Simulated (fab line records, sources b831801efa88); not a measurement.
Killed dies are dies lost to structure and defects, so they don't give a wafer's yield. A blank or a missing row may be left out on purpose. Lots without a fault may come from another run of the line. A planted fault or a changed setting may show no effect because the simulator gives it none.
Which tool did it? | flow sky130 | 24 lots, 72 wafers sampled, at 3 steps of a route of 708

WHAT THE GAUGES READ, wafer by wafer
SKY_SONOS_ONO_THK_MEAS_05. Usual: SONOS_ONO_CVD_04_THK 5.71 nm, standard deviation 0.11.
lot  | measured     | on            | SONOS_ONO_CVD_04_THK (nm) | flag
L074 | day 11 13:55 | film_metro-03 | 5.80 5.69 5.75            |
L075 | day 11 23:53 | film_metro-01 | 5.94 5.82 5.90            |
L076 | day 11 23:53 | film_metro-03 | 5.90 5.94 5.85            |
L077 | day 12 14:11 | film_metro-03 | 5.69 5.84 5.79            |
L078 | day 12 20:34 | film_metro-02 | 5.60 5.57 5.71            |
L079 | day 13 10:14 | film_metro-01 | 5.69 5.58 5.69            |
L080 | day 13 13:44 | film_metro-03 | 5.83 5.87 5.86            |
L081 | day 14 19:05 | film_metro-03 | 5.90 5.70 5.78            |
L082 | day 14 19:05 | film_metro-02 | 5.60 5.56 5.60            |
L083 | day 14 19:07 | film_metro-01 | 5.79 5.66 5.81            |
L084 | day 14 22:51 | film_metro-03 | 5.63 5.61 5.60            |
L085 | day 15 10:59 | film_metro-02 | 5.72 5.78 5.78            |
L086 | day 15 17:37 | film_metro-01 | 5.68 5.65 5.68            |
L087 | day 15 19:30 | film_metro-02 | 5.74 5.77 5.79            |
L088 | day 16 03:32 | film_metro-01 | 5.42 5.54 5.44            |
L089 | day 16 08:58 | film_metro-01 | 5.57 5.79 5.60            |
L090 | day 16 17:46 | film_metro-03 | 5.84 5.74 5.84            |
L091 | day 17 03:56 | film_metro-02 | 5.58 5.62 5.63            |
L092 | day 17 08:08 | film_metro-02 | 5.81 5.60 5.61            |
L093 | day 17 20:10 | film_metro-01 | 5.62 5.65 5.60            |
L094 | day 18 09:02 | film_metro-02 | 5.57 5.70 5.63            |
L095 | day 18 12:32 | film_metro-01 | 5.83 5.86 5.83            |
L096 | day 18 18:00 | film_metro-03 | 5.75 5.79 5.79            |
L097 | day 19 05:05 | film_metro-03 | 5.59 5.62 5.59            |

SKY_LI_CONTACT_OVL_MEAS_13. Usual: LI_CONTACT_OVL 3 nm, standard deviation 4.9.
lot  | measured     | on         | LI_CONTACT_OVL (nm) | flag
L074 | day 28 21:13 | overlay-02 | 0 1 -1              |
L075 | day 29 10:04 | overlay-01 | 3 9 6               |
L076 | day 29 11:10 | overlay-01 | -3 -2 8             |
L077 | day 30 00:49 | overlay-02 | 0 3 -7              |
L078 | day 30 07:07 | overlay-01 | 7 8 10              |
L079 | day 31 08:09 | overlay-01 | -3 9 1              |
L080 | day 31 09:13 | overlay-01 | 14 4 12             |
L081 | day 32 16:21 | overlay-01 | 3 5 -1              |
L082 | day 32 14:28 | overlay-01 | 1 -1 -7             |
L083 | day 32 17:49 | overlay-02 | 4 1 3               |
L084 | day 32 17:16 | overlay-02 | 9 1 4               |
L085 | day 32 22:36 | overlay-02 | 10 5 6              |
L086 | day 33 06:43 | overlay-02 | 2 5 9               |
L087 | day 33 11:21 | overlay-01 | -3 1 2              |
L088 | day 33 17:03 | overlay-02 | 1 6 0               |
L089 | day 33 22:25 | overlay-01 | -1 2 -2             |
L090 | day 33 23:13 | overlay-02 | -1 4 -5             |
L091 | day 34 17:39 | overlay-02 | -11 -3 -1           |
L092 | day 34 19:06 | overlay-01 | 3 -2 0              |
L093 | day 35 04:22 | overlay-01 | 1 -2 -2             |
L094 | day 35 17:06 | overlay-01 | 8 2 7               |
L095 | day 35 18:13 | overlay-02 | 7 9 8               |
L096 | day 35 20:40 | overlay-02 | 10 7 6              |
L097 | day 36 08:31 | overlay-02 | -3 1 2              |

SKY_LOCAL_INTERCONNECT_THK_MEAS_02: measures by xrf. Usual: LOCAL_INTERCONNECT_TIN_THK 99.5 nm, standard deviation 1.6.
lot  | measured     | on            | LOCAL_INTERCONNECT_TIN_THK (nm) | flag
L074 | day 28 22:36 | film_metro-04 | 97.1 97.4 97.9                  |
L075 | day 29 11:34 | film_metro-03 | 100.1 100.8 100.7               |
L076 | day 29 12:33 | film_metro-04 | 98.7 98.0 97.9                  |
L077 | day 30 02:14 | film_metro-03 | 97.8 98.3 99.1                  |
L078 | day 30 08:34 | film_metro-01 | 103.4 99.0 102.5                |
L079 | day 31 09:46 | film_metro-03 | 103.1 100.8 98.0                |
L080 | day 31 10:37 | film_metro-04 | 100.2 99.2 100.1                |
L081 | day 32 17:50 | film_metro-01 | 98.8 100.4 99.6                 |
L082 | day 32 16:02 | film_metro-03 | 97.2 96.7 97.9                  |
L083 | day 32 19:12 | film_metro-04 | 100.3 98.9 102.9                |
L084 | day 32 18:40 | film_metro-03 | 98.1 99.7 99.3                  |
L085 | day 32 23:59 | film_metro-03 | 100.3 99.2 100.5                |
L086 | day 33 08:07 | film_metro-04 | 97.4 98.0 98.0                  |
L087 | day 33 12:45 | film_metro-03 | 99.3 100.0 100.0                |
L088 | day 33 18:34 | film_metro-04 | 97.9 98.1 97.8                  |
L089 | day 33 23:50 | film_metro-01 | 99.9 101.1 100.0                |
L090 | day 34 00:43 | film_metro-03 | 97.8 100.7 96.6                 |
L091 | day 34 19:03 | film_metro-01 | 98.9 99.7 100.3                 |
L092 | day 34 20:29 | film_metro-03 | 100.3 100.4 101.0               |
L093 | day 35 05:46 | film_metro-04 | 98.5 98.1 102.6                 |
L094 | day 35 18:29 | film_metro-01 | 100.4 103.7 103.6               |
L095 | day 35 19:36 | film_metro-01 | 102.3 102.4 101.9               |
L096 | day 35 22:02 | film_metro-03 | 98.5 101.8 102.1                |
L097 | day 36 09:54 | film_metro-03 | 98.6 98.4 98.0                  |

WHICH TOOL RAN EACH LOT (tool, then ch and the chambers of the sampled wafers, then the start)
The record holds no process step before these readings.

WHAT THE TOOLS THEMSELVES READ (means of the sampled wafers that have a number; where no wafer has one, the mark that the record gives instead)
The record holds no such reading with a usual standard deviation.

THE ANSWER, worked out from the rows above alone
Rule: a lot is off if the mean of its wafers that have a number lies more than 3 standard deviations from the usual mean. A lot without any number at a reading at which 4 lots or more have one is off too. The other lots that the step has rows for count as sound. The gauges are gone through in route order, then the tools' own readings, and for those a lot's mean is taken as printed above. The first step at which some lot is off is used, and at that step the reading that is off furthest; a lot without a number counts as furthest.
No lot is off at any reading shown: from this, nothing can be told.

WHAT THE SIMULATOR HAD PUT IN
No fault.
